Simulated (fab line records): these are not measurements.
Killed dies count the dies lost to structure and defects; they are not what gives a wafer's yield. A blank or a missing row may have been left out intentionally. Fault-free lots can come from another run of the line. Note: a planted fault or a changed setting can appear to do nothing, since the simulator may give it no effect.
Which tool is to blame? -- flow gf180mcu -- 42 wafers from 14 lots sampled at 5 of the route's 602 steps

## WHAT THE GAUGES READ, wafer by wafer
GF_POLY_GATE_CD_MEAS_18. Usual: 279.9 nm for cd-nm, sd 1.6.
lot,measured,on,cd-nm (nm),flag
L928,day 9 12:02,cd-sem-02,283.5 280.7 282.8,
L929,day 9 17:33,cd-sem-01,280.1 279.8 278.8,
L931,day 10 07:33,cd-sem-02,278.1 279.5 279.5,
L932,day 10 10:59,cd-sem-02,279.7 280.3 279.4,
L933,day 10 15:24,cd-sem-01,278.5 278.8 278.4,
L934,day 10 20:39,cd-sem-02,279.6 278.1 279.4,
L935,day 11 04:56,cd-sem-02,279.6 279.0 278.6,
L936,day 11 15:53,cd-sem-01,280.7 279.5 278.0,
L937,day 11 19:25,cd-sem-02,282.5 279.8 279.1,
L943,day 13 13:53,cd-sem-01,280.8 281.1 282.9,
L945,day 14 03:38,cd-sem-01,278.7 282.5 280.6,
L948,day 15 03:47,cd-sem-02,279.9 278.4 279.6,
L950,day 15 18:50,cd-sem-01,280.3 281.4 278.4,
L951,day 16 09:41,cd-sem-01,278.7 280.0 279.5,

GF_HV_LDD_CD_MEAS_19: the cd target is 400 nm. Usual: 399.5 nm for cd-nm, sd 1.9.
lot,measured,on,cd-nm (nm),flag
L928,day 10 22:35,cd-sem-02,400.6 396.5 395.3,
L929,day 11 05:40,cd-sem-01,402.3 404.1 402.9,
L931,day 11 20:28,cd-sem-02,401.2 402.0 400.7,
L932,day 11 23:37,cd-sem-01,366.3 367.5 365.7,OFF
L933,day 12 04:10,cd-sem-01,370.6 372.7 372.3,OFF
L934,day 12 10:46,cd-sem-02,397.0 400.3 398.7,
L935,day 12 18:35,cd-sem-01,368.2 368.9 369.6,OFF
L936,day 13 07:23,cd-sem-01,399.6 400.0 398.8,
L937,day 13 10:09,cd-sem-01,400.9 398.6 401.1,
L943,day 15 07:45,cd-sem-01,400.7 398.1 399.1,
L945,day 15 22:19,cd-sem-02,400.3 399.9 400.0,
L948,day 17 00:05,cd-sem-02,399.6 400.5 398.9,
L950,day 17 17:08,cd-sem-01,399.8 402.4 401.6,
L951,day 18 07:49,cd-sem-02,397.5 401.0 399.8,

GF_HV_LDD_CD_MEAS_31: the cd target is 400 nm. Usual: 400.2 nm for cd-nm, sd 2.9.
lot,measured,on,cd-nm (nm),flag
L928,day 11 17:15,cd-sem-02,397.7 400.7 400.8,
L929,day 12 00:25,cd-sem-01,399.5 401.8 403.7,
L931,day 12 15:55,cd-sem-02,406.8 406.9 404.6,
L932,day 12 19:03,cd-sem-02,404.8 404.5 402.9,
L933,day 12 23:17,cd-sem-01,401.9 402.0 400.6,
L934,day 13 06:45,cd-sem-01,395.6 396.9 396.0,
L935,day 13 14:18,cd-sem-02,398.6 400.1 400.5,
L936,day 14 04:08,cd-sem-02,405.1 403.5 404.1,
L937,day 14 06:58,cd-sem-02,404.2 403.6 401.7,
L943,day 16 05:54,cd-sem-01,397.0 395.8 394.4,
L945,day 16 21:54,cd-sem-02,399.8 398.5 399.7,
L948,day 17 23:43,cd-sem-02,398.3 397.4 398.6,
L950,day 18 16:18,cd-sem-02,396.6 397.2 398.6,
L951,day 19 08:29,cd-sem-02,398.4 400.3 397.4,

## WHAT TOOL EACH LOT RAN ON (gives the tool, then ch and the chambers of the sampled wafers, and finally the start)
lot,GF_HV_LDD_DEVELOP_18,GF_HV_LDD_STRIP_22
L928,"litho-track-04 ch 0, day 10 22:26","plasma-asher-03 ch 0,1, day 10 22:53"
L929,"litho-track-01 ch 0, day 11 05:32","plasma-asher-03 ch 0,1, day 11 05:58"
L931,"litho-track-02 ch 0, day 11 20:19","plasma-asher-01 ch 0,1, day 11 20:46"
L932,"litho-track-02 ch 0, day 11 23:28","plasma-asher-04 ch 0,1, day 11 23:55"
L933,"litho-track-02 ch 0, day 12 04:01","plasma-asher-04 ch 0,1, day 12 04:28"
L934,"litho-track-04 ch 0, day 12 10:38","plasma-asher-01 ch 0,1, day 12 11:04"
L935,"litho-track-02 ch 0, day 12 18:26","plasma-asher-03 ch 0,1, day 12 18:52"
L936,"litho-track-01 ch 0, day 13 07:15","plasma-asher-03 ch 0,1, day 13 07:41"
L937,"litho-track-04 ch 0, day 13 10:01","plasma-asher-04 ch 0,1, day 13 10:26"
L943,"litho-track-01 ch 0, day 15 07:36","plasma-asher-04 ch 0,1, day 15 08:03"
L945,"litho-track-04 ch 0, day 15 22:11","plasma-asher-03 ch 0,1, day 15 22:37"
L948,"litho-track-04 ch 0, day 16 23:56","plasma-asher-04 ch 0,1, day 17 00:23"
L950,"litho-track-02 ch 0, day 17 16:59","plasma-asher-04 ch 0,1, day 17 17:25"
L951,"litho-track-02 ch 0, day 18 07:40","plasma-asher-03 ch 0,1, day 18 08:07"
- GF_HV_LDD_DEVELOP_18: develop time 60 s.
- GF_HV_LDD_STRIP_22: strips in O2/N2.

## AS READ BY THE TOOLS THEMSELVES (means over the sampled wafers that have a number; for cases with no such wafer, the mark the record gives instead)
GF_HV_LDD_DEVELOP_18. Usual: 23.00 C for developer-temp-C, sd 0.095.
lot,tool,developer-temp-C (C),flag
L928,litho-track-04,22.99,
L929,litho-track-01,22.94,
L931,litho-track-02,22.96,
L932,litho-track-02,22.82,
L933,litho-track-02,22.94,
L934,litho-track-04,23.01,
L935,litho-track-02,22.92,
L936,litho-track-01,23.03,
L937,litho-track-04,22.86,
L943,litho-track-01,23.04,
L945,litho-track-04,23.07,
L948,litho-track-04,23.10,
L950,litho-track-02,22.93,
L951,litho-track-02,22.91,

GF_HV_LDD_STRIP_22. Usual: drypump-motor-current-A 5.5 A, standard deviation 0.5; heater-power-w 327 W, standard deviation 37; oes-product-au 0.716 a.u., standard deviation 0.0044; platen-temp-c 250.02 C, standard deviation 0.22; strip-time-to-endpoint-s 12.621 s, standard deviation 0.025.
lot,tool,drypump-motor-current-A (A),heater-power-w (W),oes-product-au (a.u.),platen-temp-c (C),strip-time-to-endpoint-s (s),flag
L928,plasma-asher-03,5.0,298,0.716,249.92,12.608,
L929,plasma-asher-03,5.1,314,0.714,250.01,12.599,
L931,plasma-asher-01,5.7,358,0.713,250.08,12.604,
L932,plasma-asher-04,5.7,342,0.712,250.11,12.627,
L933,plasma-asher-04,5.6,340,0.714,250.00,12.643,
L934,plasma-asher-01,5.6,357,0.716,250.01,12.629,
L935,plasma-asher-03,5.0,296,0.714,250.19,12.654,
L936,plasma-asher-03,5.0,296,0.719,249.79,12.597,
L937,plasma-asher-04,5.6,340,0.716,250.06,12.584,
L943,plasma-asher-04,5.7,338,0.721,250.12,12.600,
L945,plasma-asher-03,5.1,315,0.717,249.79,12.645,
L948,plasma-asher-04,6.0,312,0.714,249.95,12.626,
L950,plasma-asher-04,6.0,311,0.718,249.89,12.625,
L951,plasma-asher-03,5.0,295,0.715,250.05,12.654,

## THE ANSWER, worked out from the rows above alone
Rule: a lot is off if the mean of its wafers that have a number lies more than 3 standard deviations from the usual mean. A lot without any number at a reading at which 4 lots or more have one is off too. All remaining lots with rows at the step are treated as sound. First the gauges in route order, then the tools' own readings, where a lot's mean is used as printed above. At the first step where some lot is off, the reading lying furthest off is the one used; lots without a number count as furthest.
Off, at GF_HV_LDD_CD_MEAS_19 on cd-nm: L932, L933, L935.
If a tool, at a process step before that reading, ran all the lots that are off and no sound lot after the first of them, it fits. Those tools and the gauges at GF_HV_LDD_CD_MEAS_19 are tried in the same way. Of those tried, none fits.

## WHAT WAS PUT IN BY THE SIMULATOR
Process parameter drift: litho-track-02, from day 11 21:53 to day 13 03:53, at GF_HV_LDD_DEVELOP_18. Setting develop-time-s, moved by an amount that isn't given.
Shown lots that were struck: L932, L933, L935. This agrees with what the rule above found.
